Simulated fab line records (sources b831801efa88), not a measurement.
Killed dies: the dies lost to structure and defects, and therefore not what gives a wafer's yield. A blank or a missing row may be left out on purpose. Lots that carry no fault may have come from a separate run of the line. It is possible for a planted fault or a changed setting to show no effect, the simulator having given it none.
Matching of chambers | flow gf180mcu | GF_V5_CVD_02 on pecvd-03: 3 sister chambers
The step deposits SiO2 from TEOS, target thk 1450 nm, time 163.28 s. 6 wafers are shown with their chamber, then 9 later ones without.

## EACH WAFER AND ITS CHAMBER
wafer  | chamber | heaterPowerW (W)
L081.4 | 1       | 814
L081.5 | 0       | 523
L081.6 | 2       | 655
L082.2 | 2       | 678
L082.4 | 1       | 784
L082.6 | 0       | 504

## WAFERS WITHOUT THEIR CHAMBER
wafer  | heaterPowerW (W)
L083.3 | 747
L083.4 | 412
L083.6 | 551
L095.2 | 789
L095.3 | 645
L095.5 | 689
L096.1 | 524
L096.3 | 735
L096.5 | 802

## CHAMBER TAKEN BY EACH
wafer  | from the rows above     | in truth
L083.3 | can't be placed: 1 or 2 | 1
L083.4 | 0                       | 0
L083.6 | 0                       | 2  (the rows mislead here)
L095.2 | 1                       | 1
L095.3 | 2                       | 2
L095.5 | 2                       | 2
L096.1 | 0                       | 0
L096.3 | can't be placed: 1 or 2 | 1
L096.5 | 1                       | 1
Placed correctly: 6 of 9. Not placeable from these rows: 2 (in 2, the candidates include the true chamber). 1 placed wrongly.
How it was worked out, from the rows above alone: a wafer's distance from a chamber is the root of the sum, over the readings, of the square of ((its reading less the chamber's mean) divided by the reading's scatter). If the next closest chamber is less than 2 further off than the closest, the wafer can't be placed; otherwise it belongs to the closest. The mean given for a chamber averages the wafers shown for that chamber. The scatter is the square root of a quotient: the sum, over the shown wafers, of each reading's squared deviation from its chamber's mean, divided by wafers minus chambers.
